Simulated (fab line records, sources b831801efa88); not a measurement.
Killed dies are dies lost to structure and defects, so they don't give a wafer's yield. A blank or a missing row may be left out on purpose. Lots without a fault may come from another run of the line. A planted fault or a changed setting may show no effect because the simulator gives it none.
Problem report in the 8D (eight disciplines) form, filled by code | flow sky130 | the parts of the form that need people (team, actions taken, sign-off) are left out

1. THE PROBLEM
dose_ions_cm2 at SKY_NWELL_IMPLANT_12 reads a mean of 1.1907e+12 on 6 wafers of 2 lots; wafers without a fault read 1.3004e+12 with a standard deviation of 1.4e+09. That is -78 standard deviations from the usual mean.
First seen on wafer L833.1, day 8 12:10, on implanter-04. The record holds 18 wafers of 6 lots with a number at this step. Rule for "out", or "out of limits": more than 4 standard deviations from the usual mean. The other wafers with a number count as sound.

2. WHAT IT IS AND WHAT IT IS NOT
question                    | is                     | is not
which readings at this step | dose_ions_cm2          | -
which lots                  | L833, L834             | L817, L821, L822, L826
which wafers of those lots  | all that have a number | -
read on which tools         | implanter-04           | implanter-02, implanter-03
when                        | from day 8 12:10       | up to then (12 sound wafers)

3. SUSPECTS, AND WHAT RULES EACH OUT
Counting: a tool at a process step up to the reading stays a suspect if it ran every lot that is out and no sound lot after the first of them.
- plasma_asher-03 at SKY_PWDE_STRIP_09 (strips in O2/N2): kept. It ran every lot that is out, first L833 (day 7 15:32), and no sound lot after that; its last sound lot up to then is L826 (day 6 06:28).
- implanter-04 at SKY_NWELL_IMPLANT_12: kept. It ran every lot that is out, first L833 (day 8 12:10), and no sound lot after that; its last sound lot up to then is L821 (day 5 20:05). Its own readings are out on those wafers: dose_ions_cm2.
Left after counting: plasma_asher-03 at SKY_PWDE_STRIP_09, implanter-04 at SKY_NWELL_IMPLANT_12.

4. THE CAUSE (what the simulator had put in)
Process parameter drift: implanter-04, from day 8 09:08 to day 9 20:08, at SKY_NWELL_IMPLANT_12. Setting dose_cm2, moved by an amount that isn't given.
Counting left 2 suspects, and this tool is among them.

5. THE CHAIN OF EFFECTS, in route order
Each row: a reading whose mean over the struck wafers that have a number lies more than 3 standard deviations from the usual. Only readings for which the record gives a usual standard deviation are gone through. hours: the time from each lot's start at the first step in this table that gives one to its start at this step, as a median over the lots. sigmas: the change in usual standard deviations.
hours | step                 | reading            | usual      | on struck wafers | change      | sigmas
0     | SKY_NWELL_IMPLANT_12 | dose_ions_cm2      | 1.3004e+12 | 1.1907e+12       | -1.0973e+11 | -78
0     | SKY_NWELL_IMPLANT_12 | faraday_current_uA | 7.35       | 6.76             | -0.59       | -4.0
The process steps in it:
- SKY_NWELL_IMPLANT_12

6. WHAT WOULD HAVE CAUGHT IT SOONER
In this record the first reading out of limits was taken at day 8 12:10, 3 hours after the fault began at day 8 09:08.
